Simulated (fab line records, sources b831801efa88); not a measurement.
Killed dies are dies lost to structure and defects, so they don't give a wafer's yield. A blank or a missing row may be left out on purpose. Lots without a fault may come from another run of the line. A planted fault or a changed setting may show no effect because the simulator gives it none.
A struck lot beside a sound one | flow gf180mcu | 17 steps out of a route of 602
Sound: wafers L402.4, L402.5, L402.6. Struck: wafers L405.3, L405.4, L405.6. The cause comes at the end.
At each step with rows: each side's tool, then ch and its chambers, then its first start. Under that, the readings that differ: sound wafers | struck wafers | difference of the means | sigmas: that difference in standard deviations of wafers without a fault.
alike: readings whose means differ by less than 2 such deviations, and words and numbers that are the same on both sides. not compared: withheld readings, readings that some wafer has no value for, bounds like >300 that may hide the same value, and numbers for which the record gives no deviation and whose values overlap.
The two part at a step that has a row with sigmas, a row that says differs or no value, or rows on one side only. Numbers that don't overlap but have no deviation are shown without sigmas and don't part them. A reading that every wafer of one side lacks parts them only if that side has two wafers or more.

first, 2 steps without rows for these wafers: GF_VT_IMPLANT_PEB_05; GF_VT_IMPLANT_DEVELOP_06 (develop time 60 s).
GF_VT_IMPLANT_OVL_MEAS_07:
  sound on overlay-01, day 5 20:45; struck on overlay-01, day 6 14:53
  alike: VT_IMPLANT_OVL
then, 1 step without rows for these wafers: GF_VT_IMPLANT_IMPLANT_08.
GF_VT_IMPLANT_STRIP_09: strips in O2/N2.
  sound on plasma_asher-01 ch 0,1, day 5 20:57; struck on plasma_asher-03 ch 0,1, day 6 15:06
  reading             | sound          | struck         | difference | sigmas
  o2_flow_sccm (sccm) | 3015 2999 3008 | 2974 2990 2993 | -22        | -3
  alike: drypump_motor_current_A, heater_power_w, oes_product_au, platen_temp_c, strip_time_to_endpoint_s
  not compared: rf_hours_counter_h
GF_VT_IMPLANT_TW_MEAS_10:
  sound on film_metro-01, day 5 21:02; struck on film_metro-03, day 6 15:11
  alike: VT_IMPLANT_TW
then, 6 steps without rows for these wafers: GF_VT_IMPLANT_DEHYDRATE_11 (time 60 s); GF_VT_IMPLANT_HMDS_12 (prime time 60 s); GF_VT_IMPLANT_COAT_13 (resist thk 1000 nm); GF_VT_IMPLANT_SOFTBAKE_14 (time 60 s); GF_VT_IMPLANT_EXPOSE_15 (exposes mask Nwell LV AREA, target cd 860 nm); GF_VT_IMPLANT_PEB_16.
GF_VT_IMPLANT_DEVELOP_17: develop time 60 s.
  sound on litho_track-01 ch 0, day 6 11:38; struck on litho_track-01 ch 0, day 7 06:04
  alike: resist_line_temp_C
GF_VT_IMPLANT_OVL_MEAS_18:
  sound on overlay-02, day 6 11:44; struck on overlay-01, day 7 06:11
  reading                | sound          | struck | difference                    | sigmas
  VT_IMPLANT_01_OVL (nm) | -2.5 -2.4 -1.1 | - - -  | no value on the struck wafers |
then, 1 step without rows for these wafers: GF_VT_IMPLANT_IMPLANT_19.
GF_VT_IMPLANT_STRIP_20: strips in O2/N2.
  sound on plasma_asher-01 ch 0,1, day 6 11:56; struck on plasma_asher-01 ch 0,1, day 7 06:23
  alike: drypump_motor_current_A, heater_power_w, o2_flow_sccm, oes_product_au, platen_temp_c, strip_time_to_endpoint_s
  not compared: rf_hours_counter_h
GF_VT_IMPLANT_TW_MEAS_21:
  sound on film_metro-01, day 6 12:02; struck on film_metro-01, day 7 06:42
  reading         | sound          | struck   | difference | sigmas
  VT_IMPLANT_2_TW | 1199 1213 1207 | 30 30 30 | -1176      | -84
  not compared: hold

WHERE THEY PART
First at GF_VT_IMPLANT_STRIP_09; last, within this record, at GF_VT_IMPLANT_TW_MEAS_21.

WHY: what the simulator had put in
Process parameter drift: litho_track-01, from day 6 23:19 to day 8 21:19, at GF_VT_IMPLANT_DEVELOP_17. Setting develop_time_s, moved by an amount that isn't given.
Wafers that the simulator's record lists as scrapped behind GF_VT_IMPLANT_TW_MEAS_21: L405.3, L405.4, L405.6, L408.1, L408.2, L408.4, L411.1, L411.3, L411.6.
